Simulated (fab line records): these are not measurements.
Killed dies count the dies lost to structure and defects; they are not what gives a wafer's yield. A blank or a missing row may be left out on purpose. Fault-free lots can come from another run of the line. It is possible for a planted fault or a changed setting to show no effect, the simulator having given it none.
Which of the tools did it? + flow sky130 + 24 lots with 72 wafers sampled at 6 steps, on a route of 708 steps

## WHAT THE GAUGES SHOWED, per wafer
SKY_VIA1_BOW_MEAS_03. Usual: VIA1_BOW typically reads 80 um, with standard deviation 6.1.
| lot  | measured     | on           | VIA1_BOW (um) | flag |
|------|--------------|--------------|---------------|------|
| L074 | day 33 06:43 | filmMetro-03 | 81 89 71      |      |
| L075 | day 33 08:12 | filmMetro-04 | 85 74 75      |      |
| L076 | day 33 20:29 | filmMetro-04 | 68 79 81      |      |
| L077 | day 34 13:56 | filmMetro-04 | 75 70 84      |      |
| L079 | day 34 22:40 | filmMetro-04 | 68 79 73      |      |
| L078 | day 34 22:58 | filmMetro-03 | 90 79 83      |      |
| L080 | day 34 23:24 | filmMetro-04 | 75 71 77      |      |
| L081 | day 36 03:52 | filmMetro-02 | 81 68 69      |      |
| L083 | day 36 08:37 | filmMetro-03 | 80 86 83      |      |
| L082 | day 36 13:03 | filmMetro-02 | 73 93 73      |      |
| L084 | day 36 18:11 | filmMetro-04 | 88 77 78      |      |
| L085 | day 37 05:46 | filmMetro-02 | 78 75 85      |      |
| L086 | day 37 11:32 | filmMetro-04 | 76 74 76      |      |
| L088 | day 38 05:07 | filmMetro-04 | 83 86 74      |      |
| L087 | day 38 06:18 | filmMetro-02 | 80 88 79      |      |
| L090 | day 38 09:15 | filmMetro-03 | 83 83 76      |      |
| L089 | day 38 09:16 | filmMetro-04 | 101 78 81     |      |
| L091 | day 38 14:33 | filmMetro-02 | 91 80 87      |      |
| L092 | day 38 17:38 | filmMetro-02 | 82 85 83      |      |
| L093 | day 39 06:22 | filmMetro-03 | 87 82 74      |      |
| L094 | day 39 08:54 | filmMetro-02 | 72 92 83      |      |
| L095 | day 39 14:27 | filmMetro-03 | 77 85 87      |      |
| L096 | day 40 00:03 | filmMetro-04 | 83 84 82      |      |
| L097 | day 40 02:53 | filmMetro-04 | 76 88 77      |      |

SKY_VIA2_RS_MEAS_22: measures by four-point-probe. Usual: VIA2_W_RS typically reads 0.273 ohm/sq, with standard deviation 0.0038.
| lot  | measured     | on           | VIA2_W_RS (ohm/sq) | flag |
|------|--------------|--------------|--------------------|------|
| L074 | day 36 18:50 | filmMetro-01 | 0.275 0.272 0.277  |      |
| L075 | day 36 20:31 | filmMetro-03 | 0.272 0.275 0.273  |      |
| L076 | day 37 08:41 | filmMetro-03 | 0.280 0.279 0.277  |      |
| L077 | day 38 00:29 | filmMetro-04 | 0.270 0.270 0.271  |      |
| L079 | day 38 09:31 | filmMetro-01 | 0.280 0.274 0.277  |      |
| L078 | day 38 10:10 | filmMetro-01 | 0.277 0.277 0.279  |      |
| L080 | day 38 10:43 | filmMetro-03 | 0.267 0.272 0.276  |      |
| L081 | day 39 12:56 | filmMetro-04 | 0.274 0.267 0.271  |      |
| L083 | day 39 18:46 | filmMetro-01 | 0.276 0.273 0.273  |      |
| L082 | day 39 22:55 | filmMetro-01 | 0.272 0.273 0.277  |      |
| L084 | day 40 03:04 | filmMetro-03 | 0.272 0.277 0.274  |      |
| L085 | day 40 13:25 | filmMetro-01 | 0.270 0.270 0.265  |      |
| L086 | day 40 19:07 | filmMetro-01 | 0.277 0.276 0.273  |      |
| L088 | day 41 11:40 | filmMetro-01 | 0.273 0.274 0.272  |      |
| L087 | day 41 12:41 | filmMetro-01 | 0.278 0.276 0.275  |      |
| L090 | day 41 14:16 | filmMetro-01 | 0.270 0.269 0.271  |      |
| L089 | day 41 15:49 | filmMetro-04 | 0.274 0.274 0.275  |      |
| L091 | day 41 19:57 | filmMetro-01 | 0.271 0.269 0.270  |      |
| L092 | day 41 23:35 | filmMetro-01 | 0.268 0.270 0.270  |      |
| L093 | day 42 12:15 | filmMetro-01 | 0.270 0.264 0.265  |      |
| L094 | day 42 13:24 | filmMetro-01 | 0.270 0.275 0.273  |      |
| L095 | day 42 18:34 | filmMetro-01 | 0.273 0.273 0.273  |      |
| L096 | day 43 03:47 | filmMetro-04 | 0.275 0.269 0.266  |      |
| L097 | day 43 06:43 | filmMetro-01 | 0.278 0.276 0.276  |      |

SKY_CAPM_THK_MEAS_01. Usual: CAPM_CVD_00_THK typically reads 15.48 nm, with standard deviation 0.22.
| lot  | measured     | on           | CAPM_CVD_00_THK (nm) | flag |
|------|--------------|--------------|----------------------|------|
| L074 | day 36 20:59 | filmMetro-01 | 15.05 14.95 15.30    |      |
| L075 | day 36 21:20 | filmMetro-01 | 15.61 15.66 15.95    |      |
| L076 | day 37 09:20 | filmMetro-02 | 15.33 15.63 15.65    |      |
| L077 | day 38 01:09 | filmMetro-01 | 15.37 15.58 16.02    |      |
| L079 | day 38 10:11 | filmMetro-04 | 15.32 15.38 15.30    |      |
| L078 | day 38 10:49 | filmMetro-01 | 15.21 15.33 15.51    |      |
| L080 | day 38 11:22 | filmMetro-04 | 15.17 15.46 15.28    |      |
| L081 | day 39 13:35 | filmMetro-01 | 15.21 15.55 15.49    |      |
| L083 | day 39 19:25 | filmMetro-04 | 15.24 15.21 15.62    |      |
| L082 | day 39 23:34 | filmMetro-02 | 15.48 15.16 15.45    |      |
| L084 | day 40 03:43 | filmMetro-02 | 15.27 15.48 15.38    |      |
| L085 | day 40 14:06 | filmMetro-02 | 15.30 15.57 15.49    |      |
| L086 | day 40 19:47 | filmMetro-01 | 15.57 15.57 15.82    |      |
| L088 | day 41 12:19 | filmMetro-01 | 15.28 15.07 15.50    |      |
| L087 | day 41 13:20 | filmMetro-01 | 15.49 15.81 15.80    |      |
| L090 | day 41 15:05 | filmMetro-01 | 15.74 15.86 15.74    |      |
| L089 | day 41 16:28 | filmMetro-01 | 15.05 15.39 15.52    |      |
| L091 | day 41 20:35 | filmMetro-01 | 15.34 15.66 15.73    |      |
| L092 | day 42 00:15 | filmMetro-04 | 15.30 15.46 15.49    |      |
| L093 | day 42 12:54 | filmMetro-02 | 15.31 15.42 15.57    |      |
| L094 | day 42 14:02 | filmMetro-04 | 15.40 15.77 15.57    |      |
| L095 | day 42 19:13 | filmMetro-01 | 15.27 15.51 15.33    |      |
| L096 | day 43 04:26 | filmMetro-02 | 15.32 15.47 15.66    |      |
| L097 | day 43 07:22 | filmMetro-04 | 15.66 15.92 15.88    |      |

SKY_VIA3_RS_MEAS_22: measures by four-point-probe. Usual: VIA3_W_RS typically reads 0.294 ohm/sq, with standard deviation 0.0037.
| lot  | measured     | on           | VIA3_W_RS (ohm/sq) | flag |
|------|--------------|--------------|--------------------|------|
| L074 | day 40 04:29 | filmMetro-04 | 0.294 0.293 0.290  |      |
| L075 | day 40 06:16 | filmMetro-04 | 0.293 0.288 0.297  |      |
| L076 | day 40 15:44 | filmMetro-04 | 0.296 0.296 0.297  |      |
| L077 | day 41 06:36 | filmMetro-04 | 0.289 0.291 0.291  |      |
| L079 | day 41 15:56 | filmMetro-02 | 0.294 0.290 0.295  |      |
| L078 | day 41 16:10 | filmMetro-04 | 0.292 0.290 0.286  |      |
| L080 | day 41 16:49 | filmMetro-04 | 0.294 0.294 0.300  |      |
| L081 | day 42 17:41 | filmMetro-04 | 0.301 0.301 0.294  |      |
| L083 | day 42 23:43 | filmMetro-03 | 0.291 0.291 0.291  |      |
| L082 | day 43 02:25 | filmMetro-02 | 0.293 0.289 0.295  |      |
| L084 | day 43 06:21 | filmMetro-04 | 0.301 0.297 0.299  |      |
| L085 | day 43 15:50 | filmMetro-04 | 0.301 0.301 0.300  |      |
| L086 | day 43 21:32 | filmMetro-02 | 0.293 0.295 0.296  |      |
| L088 | day 44 13:41 | filmMetro-02 | 0.294 0.292 0.296  |      |
| L087 | day 44 14:56 | filmMetro-02 | 0.294 0.294 0.297  |      |
| L090 | day 44 16:01 | filmMetro-03 | 0.295 0.294 0.297  |      |
| L089 | day 44 16:52 | filmMetro-04 | 0.297 0.294 0.296  |      |
| L091 | day 44 21:15 | filmMetro-03 | 0.294 0.296 0.299  |      |
| L092 | day 45 00:41 | filmMetro-02 | 0.291 0.292 0.287  |      |
| L093 | day 45 10:51 | filmMetro-04 | 0.298 0.295 0.298  |      |
| L094 | day 45 13:27 | filmMetro-03 | 0.290 0.285 0.285  |      |
| L095 | day 45 18:14 | filmMetro-03 | 0.293 0.293 0.291  |      |
| L096 | day 46 00:59 | filmMetro-03 | 0.295 0.295 0.295  |      |
| L097 | day 46 04:18 | filmMetro-04 | 0.296 0.296 0.287  |      |

## WHICH TOOL RAN EACH LOT (tool, then ch and the chambers of the sampled wafers, then the start)
| lot  | SKY_METAL3_SPUTTER_02       | SKY_VIA3_ETCH_14                  |
|------|-----------------------------|-----------------------------------|
| L074 | pvdSputter-02, day 36 20:50 | rieDiel-02 ch 0,1,2, day 40 03:32 |
| L075 | pvdSputter-04, day 36 21:03 | rieDiel-02 ch 0,1,3, day 40 05:01 |
| L076 | pvdSputter-03, day 37 09:12 | rieDiel-01 ch 2,3, day 40 14:40   |
| L077 | pvdSputter-03, day 38 01:01 | rieDiel-03 ch 0,1,3, day 41 05:40 |
| L079 | pvdSputter-03, day 38 10:02 | rieDiel-02 ch 0,2,3, day 41 15:02 |
| L078 | pvdSputter-03, day 38 10:41 | rieDiel-01 ch 1,3, day 41 15:16   |
| L080 | pvdSputter-02, day 38 11:12 | rieDiel-02 ch 0,2,3, day 41 15:54 |
| L081 | pvdSputter-02, day 39 13:26 | rieDiel-03 ch 1,2,3, day 42 16:47 |
| L083 | pvdSputter-03, day 39 19:17 | rieDiel-03 ch 0,1,2, day 42 22:50 |
| L082 | pvdSputter-03, day 39 23:26 | rieDiel-02 ch 0,2,3, day 43 01:33 |
| L084 | pvdSputter-03, day 40 03:35 | rieDiel-01 ch 0,1,3, day 43 05:28 |
| L085 | pvdSputter-04, day 40 13:57 | rieDiel-01 ch 0,2,3, day 43 14:56 |
| L086 | pvdSputter-03, day 40 19:39 | rieDiel-02 ch 0,1,3, day 43 20:38 |
| L088 | pvdSputter-04, day 41 12:12 | rieDiel-01 ch 0,1,3, day 44 12:47 |
| L087 | pvdSputter-04, day 41 13:12 | rieDiel-03 ch 0,1,3, day 44 14:03 |
| L090 | pvdSputter-02, day 41 14:55 | rieDiel-02 ch 0,2,3, day 44 15:04 |
| L089 | pvdSputter-02, day 41 16:20 | rieDiel-02 ch 1,3, day 44 15:59   |
| L091 | pvdSputter-02, day 41 20:26 | rieDiel-01 ch 1,2,3, day 44 20:19 |
| L092 | pvdSputter-04, day 42 00:07 | rieDiel-01 ch 0,2,3, day 44 23:48 |
| L093 | pvdSputter-04, day 42 12:44 | rieDiel-03 ch 0,1,2, day 45 09:53 |
| L094 | pvdSputter-03, day 42 13:53 | rieDiel-02 ch 0,3, day 45 12:26   |
| L095 | pvdSputter-03, day 42 19:05 | rieDiel-01 ch 0,1,2, day 45 17:13 |
| L096 | pvdSputter-02, day 43 04:17 | rieDiel-01 ch 1,3, day 46 00:04   |
| L097 | pvdSputter-02, day 43 07:14 | rieDiel-01 ch 0,1, day 46 03:23   |
- SKY_METAL3_SPUTTER_02: material AlCu, target thk 735 nm, time 39.1 s.
- SKY_VIA3_ETCH_14: etches BARC in N2/H2, stops on SiO2, time 45.9 s, target depth 60 nm.

## AS READ BY THE TOOLS THEMSELVES (means over the sampled wafers that have a number; for cases with no such wafer, the mark the record gives instead)
SKY_METAL3_SPUTTER_02. Usual: throttleValvePct at 29.6 %, with a standard deviation of 1.
| lot  | tool          | throttleValvePct (%) | flag |
|------|---------------|----------------------|------|
| L074 | pvdSputter-02 | 29.2                 |      |
| L075 | pvdSputter-04 | 30.3                 |      |
| L076 | pvdSputter-03 | 29.2                 |      |
| L077 | pvdSputter-03 | 29.8                 |      |
| L079 | pvdSputter-03 | 29.5                 |      |
| L078 | pvdSputter-03 | 29.2                 |      |
| L080 | pvdSputter-02 | 28.9                 |      |
| L081 | pvdSputter-02 | 29.3                 |      |
| L083 | pvdSputter-03 | 29.1                 |      |
| L082 | pvdSputter-03 | 29.8                 |      |
| L084 | pvdSputter-03 | 29.5                 |      |
| L085 | pvdSputter-04 | 30.5                 |      |
| L086 | pvdSputter-03 | 29.3                 |      |
| L088 | pvdSputter-04 | 29.5                 |      |
| L087 | pvdSputter-04 | 30.5                 |      |
| L090 | pvdSputter-02 | 28.9                 |      |
| L089 | pvdSputter-02 | 28.9                 |      |
| L091 | pvdSputter-02 | 29.0                 |      |
| L092 | pvdSputter-04 | 29.5                 |      |
| L093 | pvdSputter-04 | 30.4                 |      |
| L094 | pvdSputter-03 | 29.6                 |      |
| L095 | pvdSputter-03 | 29.6                 |      |
| L096 | pvdSputter-02 | 29.2                 |      |
| L097 | pvdSputter-02 | 29.7                 |      |

SKY_VIA3_ETCH_14. Usual: drypumpMotorCurrentA 5.8 A, standard deviation 0.52; oesProductAu 0.854 a.u., standard deviation 0.0051; throttleValvePct 13.224 %, standard deviation 0.01.
| lot  | tool       | drypumpMotorCurrentA (A) | oesProductAu (a.u.) | throttleValvePct (%) | flag |
|------|------------|--------------------------|---------------------|----------------------|------|
| L074 | rieDiel-02 | 5.7                      | 0.856               | 13.219               |      |
| L075 | rieDiel-02 | 5.8                      | 0.859               | 13.228               |      |
| L076 | rieDiel-01 | 5.0                      | 0.853               | 13.227               |      |
| L077 | rieDiel-03 | 5.6                      | 0.850               | 13.228               |      |
| L079 | rieDiel-02 | 5.9                      | 0.852               | 13.225               |      |
| L078 | rieDiel-01 | 5.8                      | 0.850               | 13.238               |      |
| L080 | rieDiel-02 | 5.9                      | 0.850               | 13.223               |      |
| L081 | rieDiel-03 | 5.7                      | 0.857               | 13.228               |      |
| L083 | rieDiel-03 | 5.7                      | 0.854               | 13.212               |      |
| L082 | rieDiel-02 | 5.9                      | 0.852               | 13.230               |      |
| L084 | rieDiel-01 | 5.8                      | 0.846               | 13.227               |      |
| L085 | rieDiel-01 | 5.6                      | 0.857               | 13.227               |      |
| L086 | rieDiel-02 | 5.8                      | 0.849               | 13.213               |      |
| L088 | rieDiel-01 | 5.9                      | 0.854               | 13.230               |      |
| L087 | rieDiel-03 | 5.6                      | 0.852               | 13.227               |      |
| L090 | rieDiel-02 | 6.0                      | 0.856               | 13.227               |      |
| L089 | rieDiel-02 | 5.9                      | 0.857               | 13.230               |      |
| L091 | rieDiel-01 | 5.5                      | 0.857               | 13.218               |      |
| L092 | rieDiel-01 | 5.6                      | 0.853               | 13.231               |      |
| L093 | rieDiel-03 | 5.7                      | 0.854               | 13.219               |      |
| L094 | rieDiel-02 | 6.1                      | 0.854               | 13.222               |      |
| L095 | rieDiel-01 | 6.1                      | 0.850               | 13.224               |      |
| L096 | rieDiel-01 | 5.8                      | 0.855               | 13.218               |      |
| L097 | rieDiel-01 | 6.4                      | 0.857               | 13.221               |      |

## THE ANSWER, worked out from the rows above alone
Rule: a lot counts as off when the mean over its wafers that have a number is more than 3 standard deviations away from the usual mean. Also off: a lot with no number at a reading for which 4 or more lots have one. Any other lot the step has rows for is counted as sound. Order of review: gauges by route order, followed by the tools' own readings, for which a lot's mean as printed above is used. The first step at which some lot is off is used, and at that step the reading that is off furthest; a lot without a number counts as furthest.
Across all readings shown, no lot is off: no conclusion can be drawn from this.

## WHAT THE SIMULATOR HAD INSERTED
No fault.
